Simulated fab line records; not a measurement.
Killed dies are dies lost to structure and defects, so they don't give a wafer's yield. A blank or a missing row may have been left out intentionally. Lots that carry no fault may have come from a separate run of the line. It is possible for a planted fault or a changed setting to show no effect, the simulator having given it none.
Problem report, 8D (eight disciplines) form, completed by code / flow sfq_line / the parts of the form that need people (team, actions taken, sign-off) are left out

## 1. THE PROBLEM
SFQ_TRILAYER_M4_DEP_SPUTTER_091, chamber_pressure_pa: mean 0.10182 Pa over 1 wafer from 1 lot; wafers with no fault: 0.13328 Pa, standard deviation 0.00023. That is -99 or more standard deviations from the usual mean.
The step: material Nb, target thk 200 nm, time 133.3 s.
First seen on wafer L459.1, day 60 14:58, on pvd_sputter-06. The record has a number at this step for 39 wafers belonging to 13 lots. By rule, "out" or "out of limits" means more than 4 standard deviations away from the usual mean. Any other wafer with a number is counted as sound.

## 2. WHAT IT IS, WHAT IT ISN'T
question=which readings at this step | is=chamber_pressure_pa | is not=cathode_dc_power_W
question=which lots | is=L459 | is not=L441, L442, L444, L446, L447, L449, L450, L451, L452, L454, L457, L463
question=which wafers of those lots | is=L459.1 | is not=L459.3, L459.4
question=read on which tools | is=pvd_sputter-06 | is not=pvd_sputter-04, pvd_sputter-05
question=when | is=from day 60 14:58 | is not=up to then (35 sound wafers); but 3 sound wafers of L463 came after

## 3. SUSPECTS, AND WHAT RULES EACH OUT
Counting: if a tool at a process step up to the reading ran every lot that is out, it stays a suspect. Sound lots after the first of them don't rule it out here, since some wafers of a struck lot are sound.
- rie_diel-02 at SFQ_TRILAYER_I3_VIA_BARC_OPEN_VIA_ETCH_121 (etches BARC in O2, target depth 125 nm, time 41.7 s): kept. L459, the lot that is out, went through it at day 60 14:01; up to then, the latest sound lot through it was L451 at day 57 13:53.
- pvd_sputter-06 at SFQ_TRILAYER_M4_DEP_SPUTTER_091 (material Nb, target thk 200 nm, time 133.3 s): kept. L459, the lot that is out, went through it at day 60 14:58; up to then, the latest sound lot through it was L454 at day 58 20:51. Its own chamber_pressure_pa readings are out on those wafers.
- In rie_diel-02 at SFQ_TRILAYER_I3_VIA_BARC_OPEN_VIA_ETCH_121, the wafers that are out were processed in chamber 2 and their sound lot-mates in chambers 0, 1.
Remaining after the count are rie_diel-02 at SFQ_TRILAYER_I3_VIA_BARC_OPEN_VIA_ETCH_121 and pvd_sputter-06 at SFQ_TRILAYER_M4_DEP_SPUTTER_091.

## 4. THE CAUSE (what the simulator had put in)
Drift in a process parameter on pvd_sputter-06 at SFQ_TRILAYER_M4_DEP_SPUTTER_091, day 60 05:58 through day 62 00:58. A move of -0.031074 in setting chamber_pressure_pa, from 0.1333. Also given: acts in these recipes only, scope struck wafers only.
Counting leaves 2 suspects; this tool is one of them.

## 5. THE EFFECT CHAIN, in route order
Each row: a reading whose mean over the struck wafers that have a number lies more than 3 standard deviations from the usual. Only readings whose record carries a usual standard deviation are examined. hours: median over the lots of the time between each lot's start at the first step of this table that gives one and its start at this step. sigmas: the change, counted in usual standard deviations.
hours=0; step=SFQ_TRILAYER_M4_DEP_SPUTTER_091; reading=chamber_pressure_pa; usual=0.13328 Pa; on struck wafers=0.10182; change=-0.03146; sigmas=-99 or more
Here are the process steps it includes:
- SFQ_TRILAYER_M4_DEP_SPUTTER_091: material Nb, target thk 200 nm, time 133.3 s.

## 6. HOW IT WOULD HAVE BEEN CAUGHT EARLIER
9 hours passed between the start of the fault at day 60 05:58 and the first reading out of limits in this record, taken at day 60 14:58.
